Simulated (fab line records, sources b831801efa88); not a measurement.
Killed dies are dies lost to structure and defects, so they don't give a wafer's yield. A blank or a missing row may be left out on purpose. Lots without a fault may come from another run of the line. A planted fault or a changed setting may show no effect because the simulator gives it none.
Which tool did it? | flow gf180mcu | 13 lots, 39 wafers sampled, at 4 steps of a route of 602

WHAT THE GAUGES READ, wafer by wafer
GF_HV_LDD_CD_MEAS_07: target cd 400 nm. Usual: cd_nm 400.1 nm, standard deviation 2.8.
lot  | measured     | on        | cd_nm (nm)        | flag
L991 | day 10 08:05 | cd_sem-01 | 403.2 405.8 403.1 |
L992 | day 10 21:24 | cd_sem-01 | 397.1 395.5 398.8 |
L993 | day 11 04:16 | cd_sem-02 | 399.3 396.8 398.8 |
L994 | day 12 02:26 | cd_sem-02 | 402.7 402.4 401.1 |
L995 | day 12 02:43 | cd_sem-02 | 395.3 396.9 397.6 |
L996 | day 12 01:45 | cd_sem-02 | 400.2 400.1 400.4 |
L997 | day 12 10:27 | cd_sem-02 | 397.7 399.2 397.8 |
L998 | day 12 23:17 | cd_sem-01 | 397.1 400.0 397.2 |
L999 | day 12 23:23 | cd_sem-01 | 400.5 400.7 400.6 |
L104 | day 15 02:10 | cd_sem-02 | 397.2 397.0 397.1 |
L106 | day 15 14:20 | cd_sem-02 | 403.3 400.2 400.3 |
L109 | day 16 03:50 | cd_sem-02 | 398.0 399.0 397.6 |
L112 | day 17 07:34 | cd_sem-01 | 405.0 404.7 403.5 |

WHICH TOOL RAN EACH LOT (tool, then ch and the chambers of the sampled wafers, then the start)
lot  | GF_MVSD_EXPOSE_04                  | GF_VT_IMPLANT_STRIP_20               | GF_VT_IMPLANT_RTA_45
L991 | iline_stepper-01 ch 0, day 4 14:14 | plasma_asher-01 ch 0,1, day 6 13:24  | rtp_anneal-02 ch 0, day 7 20:28
L992 | iline_stepper-02 ch 0, day 4 21:13 | plasma_asher-01 ch 0,1, day 7 03:01  | rtp_anneal-01 ch 0, day 8 09:52
L993 | iline_stepper-02 ch 0, day 5 05:12 | plasma_asher-03 ch 0,1, day 7 06:56  | rtp_anneal-01 ch 0, day 8 15:44
L994 | iline_stepper-01 ch 0, day 5 18:07 | plasma_asher-04 ch 0,1, day 7 21:25  | rtp_anneal-02 ch 0, day 9 07:50
L995 | iline_stepper-01 ch 0, day 5 18:27 | plasma_asher-04 ch 0,1, day 7 21:56  | rtp_anneal-01 ch 0, day 9 08:20
L996 | iline_stepper-01 ch 0, day 5 19:00 | plasma_asher-01 ch 0,1, day 7 22:30  | rtp_anneal-02 ch 0, day 9 08:22
L997 | iline_stepper-01 ch 0, day 6 05:47 | plasma_asher-04 ch 0,1, day 8 12:18  | rtp_anneal-02 ch 0, day 9 23:05
L998 | iline_stepper-02 ch 0, day 6 08:34 | plasma_asher-03 ch 0,1, day 8 16:50  | rtp_anneal-01 ch 0, day 10 04:41
L999 | iline_stepper-02 ch 0, day 6 10:21 | plasma_asher-03 ch 0,1, day 8 17:44  | rtp_anneal-02 ch 0, day 10 05:24
L104 | iline_stepper-01 ch 0, day 8 02:47 | plasma_asher-01 ch 0,1, day 10 14:51 | rtp_anneal-02 ch 0, day 12 05:34
L106 | iline_stepper-01 ch 0, day 8 13:24 | plasma_asher-03 ch 0,1, day 11 04:07 | rtp_anneal-02 ch 0, day 12 18:33
L109 | iline_stepper-01 ch 0, day 8 20:54 | plasma_asher-01 ch 0,1, day 11 11:44 | rtp_anneal-02 ch 0, day 13 02:44
L112 | iline_stepper-02 ch 0, day 9 17:14 | plasma_asher-03 ch 0,1, day 12 09:52 | rtp_anneal-01 ch 0, day 14 02:37
- GF_MVSD_EXPOSE_04: exposes mask MVSD, target cd 1000 nm.
- GF_VT_IMPLANT_STRIP_20: strips in O2/N2.
- GF_VT_IMPLANT_RTA_45: time 30 s.

WHAT THE TOOLS THEMSELVES READ (means of the sampled wafers that have a number; where no wafer has one, the mark that the record gives instead)
GF_VT_IMPLANT_STRIP_20. Usual: drypump_motor_current_A 5.60 A, standard deviation 0.25; heater_power_w 336 W, standard deviation 23; oes_product_au 0.716 a.u., standard deviation 0.0047; platen_temp_c 250.02 C, standard deviation 0.16; strip_time_to_endpoint_s 12.63 s, standard deviation 0.042.
lot  | tool            | drypump_motor_current_A (A) | heater_power_w (W) | oes_product_au (a.u.) | platen_temp_c (C) | strip_time_to_endpoint_s (s) | flag
L991 | plasma_asher-01 | 5.69                        | 321                | 0.715                 | 250.03            | 12.64                        |
L992 | plasma_asher-01 | 5.47                        | 320                | 0.720                 | 249.92            | 12.62                        |
L993 | plasma_asher-03 | 5.64                        | 341                | 0.718                 | 249.96            | 12.58                        |
L994 | plasma_asher-04 | 5.40                        | 330                | 0.714                 | 250.05            | 12.61                        |
L995 | plasma_asher-04 | 5.44                        | 327                | 0.718                 | 250.19            | 12.62                        |
L996 | plasma_asher-01 | 5.48                        | 320                | 0.716                 | 249.98            | 12.63                        |
L997 | plasma_asher-04 | 5.43                        | 329                | 0.715                 | 249.97            | 12.68                        |
L998 | plasma_asher-03 | 5.64                        | 341                | 0.720                 | 250.03            | 12.61                        |
L999 | plasma_asher-03 | 5.77                        | 359                | 0.716                 | 249.99            | 12.66                        |
L104 | plasma_asher-01 | 5.48                        | 318                | 0.716                 | 249.93            | 12.57                        |
L106 | plasma_asher-03 | 5.63                        | 345                | 0.720                 | 249.78            | 12.60                        |
L109 | plasma_asher-01 | 5.70                        | 323                | 0.715                 | 250.10            | 12.58                        |
L112 | plasma_asher-03 | 5.64                        | 340                | 0.718                 | 249.85            | 12.64                        |

GF_VT_IMPLANT_RTA_45. Usual: lamp_power_pct 37.4 %, standard deviation 0.56; wafer_temp_C_max 1054.7, standard deviation 1.2.
lot  | tool          | lamp_power_pct (%) | wafer_temp_C_max | flag
L991 | rtp_anneal-02 | 36.8               | 1055.2           |
L992 | rtp_anneal-01 | 37.9               | 1053.7           |
L993 | rtp_anneal-01 | 37.9               | 1054.3           |
L994 | rtp_anneal-02 | 36.8               | 1056.0           |
L995 | rtp_anneal-01 | 37.9               | 1053.7           |
L996 | rtp_anneal-02 | 36.8               | 1055.3           |
L997 | rtp_anneal-02 | 36.8               | 1054.7           |
L998 | rtp_anneal-01 | 37.9               | 1054.1           |
L999 | rtp_anneal-02 | 36.8               | 1055.2           |
L104 | rtp_anneal-02 | 36.8               | 1055.3           |
L106 | rtp_anneal-02 | 36.8               | 1056.1           |
L109 | rtp_anneal-02 | 36.8               | 1055.3           |
L112 | rtp_anneal-01 | 37.9               | 1053.9           |

THE ANSWER, worked out from the rows above alone
Rule: a lot is off if the mean of its wafers that have a number lies more than 3 standard deviations from the usual mean. A lot without any number at a reading at which 4 lots or more have one is off too. The other lots that the step has rows for count as sound. The gauges are gone through in route order, then the tools' own readings, and for those a lot's mean is taken as printed above. The first step at which some lot is off is used, and at that step the reading that is off furthest; a lot without a number counts as furthest.
No lot is off at any reading shown: from this, nothing can be told.

WHAT THE SIMULATOR HAD PUT IN
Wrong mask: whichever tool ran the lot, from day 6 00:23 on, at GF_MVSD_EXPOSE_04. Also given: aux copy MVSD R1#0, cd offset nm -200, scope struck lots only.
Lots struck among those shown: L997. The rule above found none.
